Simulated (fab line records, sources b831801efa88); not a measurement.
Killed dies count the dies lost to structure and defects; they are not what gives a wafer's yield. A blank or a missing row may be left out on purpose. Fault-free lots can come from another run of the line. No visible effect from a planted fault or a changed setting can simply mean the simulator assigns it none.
Code-filled problem report in 8D (eight disciplines) form + flow sfqLine + the parts of the form that need people (team, actions taken, sign-off) are left out

1. WHAT IS WRONG
At SFQ_TRILAYER_I5_LITHO_EXPOSE_145, exposureDoseMJCm2 averages 20.813 over 9 wafers from 3 lots, while fault-free wafers read 21.298, standard deviation 0.021. That puts it -23 standard deviations away from the usual mean.
The step: exposes mask I5, target cd 700 nm.
First observed at day 72 13:02: wafer L318.2, on krfScanner-02. Wafers with a number at this step in the record: 21, from 7 lots. Rule for "out", or "out of limits": more than 4 standard deviations from the usual mean. The other wafers with a number count as sound.

2. WHAT IT IS AND WHAT IT IS NOT
| question                    | is                     | is not                       |
|-----------------------------|------------------------|------------------------------|
| which readings at this step | exposureDoseMJCm2      | -                            |
| which lots                  | L318, L319, L320       | L311, L313, L314, L317       |
| which wafers of those lots  | all that have a number | -                            |
| read on which tools         | krfScanner-02          | krfScanner-01                |
| when                        | from day 72 13:02      | up to then (12 sound wafers) |

3. SUSPECTS, AND WHAT RULES EACH OUT
Counting: a tool at a process step up to the reading stays a suspect if it ran every lot that is out and no sound lot after the first of them.
- krfScanner-02 at SFQ_TRILAYER_I5_LITHO_EXPOSE_145 (exposes mask I5, target cd 700 nm): kept. It ran every lot that is out, first L318 (day 72 13:02), and no sound lot after that; its last sound lot up to then is L317 (day 72 11:50). Out on those wafers are its own readings of exposureDoseMJCm2.
Remaining after the count: krfScanner-02 at SFQ_TRILAYER_I5_LITHO_EXPOSE_145.

4. THE CAUSE (what the simulator had put in)
Drift in process parameters on krfScanner-02 at SFQ_TRILAYER_I5_LITHO_EXPOSE_145, starting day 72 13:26. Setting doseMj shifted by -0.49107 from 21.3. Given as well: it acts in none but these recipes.
Only this tool survived the counting.

5. THE CHAIN OF EFFECTS, in route order
Rows list readings where the struck wafers' mean (over those with a number) sits beyond 3 standard deviations from the usual. Scope: only readings with a usual standard deviation given in the record; hours: median across lots of the time from each lot's start at the first step in this table that gives one to its start at this step; sigmas: change in usual standard deviations.
| hours | step                             | reading           | usual  | on struck wafers | change | sigmas |
|-------|----------------------------------|-------------------|--------|------------------|--------|--------|
| 0     | SFQ_TRILAYER_I5_LITHO_EXPOSE_145 | exposureDoseMJCm2 | 21.298 | 20.813           | -0.485 | -23    |
Its process steps:
- SFQ_TRILAYER_I5_LITHO_EXPOSE_145: exposes mask I5, target cd 700 nm.
Later steps that measure or inspect, where all struck wafers having a row at the step show a number for every such reading and not one has moved that far: SFQ_I5_OVL_MEAS_936.

6. HOW IT WOULD HAVE BEEN CAUGHT EARLIER
In this record the first reading out of limits was taken at day 72 13:02.
